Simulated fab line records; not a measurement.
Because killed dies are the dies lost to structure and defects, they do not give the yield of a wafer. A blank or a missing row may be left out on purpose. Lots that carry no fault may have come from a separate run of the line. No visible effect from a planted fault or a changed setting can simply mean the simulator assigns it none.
Comparing a struck lot with a sound one	flow gf180mcu	15 steps out of a route of 602
Sound: these wafers, L893.2, L893.3, L893.4. Wafers L891.3, L891.5, L891.6 were the ones struck. The cause is named last.
At each step with rows: each side's tool, then ch and its chambers, then its first start. Under that, the readings that differ: sound wafers	struck wafers	difference of the means	sigmas: that difference in standard deviations of wafers without a fault.
alike: readings whose means differ by less than 2 such deviations, and words and numbers that are the same on both sides. not compared: withheld readings, readings that some wafer has no value for, bounds like >300 that may hide the same value, and numbers for which the record gives no deviation and whose values overlap.
The two part at a step that has a row with sigmas, a row that says differs or no value, or rows on one side only. Numbers that have no deviation but don't overlap get no sigmas and don't part them. A reading that every wafer of one side lacks parts them only if that side has two wafers or more.

first, 2 steps without rows for these wafers: GF_MVSD_IMPLANT_08; GF_MVSD_IMPLANT_09.
GF_MVSD_STRIP_10: strips in O2/N2.
  sound on plasma-asher-02 ch 0,1, day 7 15:26; struck on plasma-asher-03 ch 0,1, day 7 01:14
  alike: chamber-pressure-mTorr, drypump-motor-current-A, heater-power-w, oes-product-au, strip-time-to-endpoint-s
  not compared: rf-hours-counter-h
GF_MVSD_TW_MEAS_11:
  sound: film-metro-03 at day 7 15:33; struck: film-metro-03 at day 7 01:19
  alike: MVSD_TW
then, 7 steps without rows for these wafers: GF_MVPSD_DEHYDRATE_00 (time 60 s); GF_MVPSD_HMDS_01 (prime time 60 s); GF_MVPSD_COAT_02 (resist thk 3000 nm); GF_MVPSD_SOFTBAKE_03; GF_MVPSD_EXPOSE_04 (exposes mask MVPSD, target cd 1000 nm); GF_MVPSD_PEB_05; GF_MVPSD_DEVELOP_06 (develop time 60 s).
GF_MVPSD_OVL_MEAS_07:
  sound: overlay-01 at day 8 06:25; struck: overlay-02 at day 7 16:32
  alike: MVPSD_OVL
GF_MVPSD_IMPLANT_08:
  sound on implanter-02 ch 0, day 8 06:28; struck on implanter-03 ch 0, day 7 16:36
reading	sound	struck	difference	sigmas
beam-energy-keV	169.96 169.97 169.99	173.28 173.23 173.29	+3.29	+75
model.implant.drp-nm (nm)	102.4 102.4 102.4	102.9 102.9 102.9	+0.5	
following that, these wafers have no rows for 1 step: GF_MVPSD_IMPLANT_09.
-- the record jumps here: 24 days lie between the struck wafers' starts before and after (it left off in module MVPSD and takes up again in module PASSIVATION, whose first step shown is number 602 of the route) --
GF_PASSIVATION_PROBE_99:
  record: rows for the struck wafers here (prober-01, day 32 01:59), none for the sound ones

## WHERE THEY PART
Earliest at GF_MVPSD_IMPLANT_08; latest, in this record, at GF_PASSIVATION_PROBE_99.

WHY: what had been put in by the simulator
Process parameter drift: implanter-03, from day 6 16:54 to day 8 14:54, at GF_MVPSD_IMPLANT_08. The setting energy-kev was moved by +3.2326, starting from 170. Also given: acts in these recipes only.
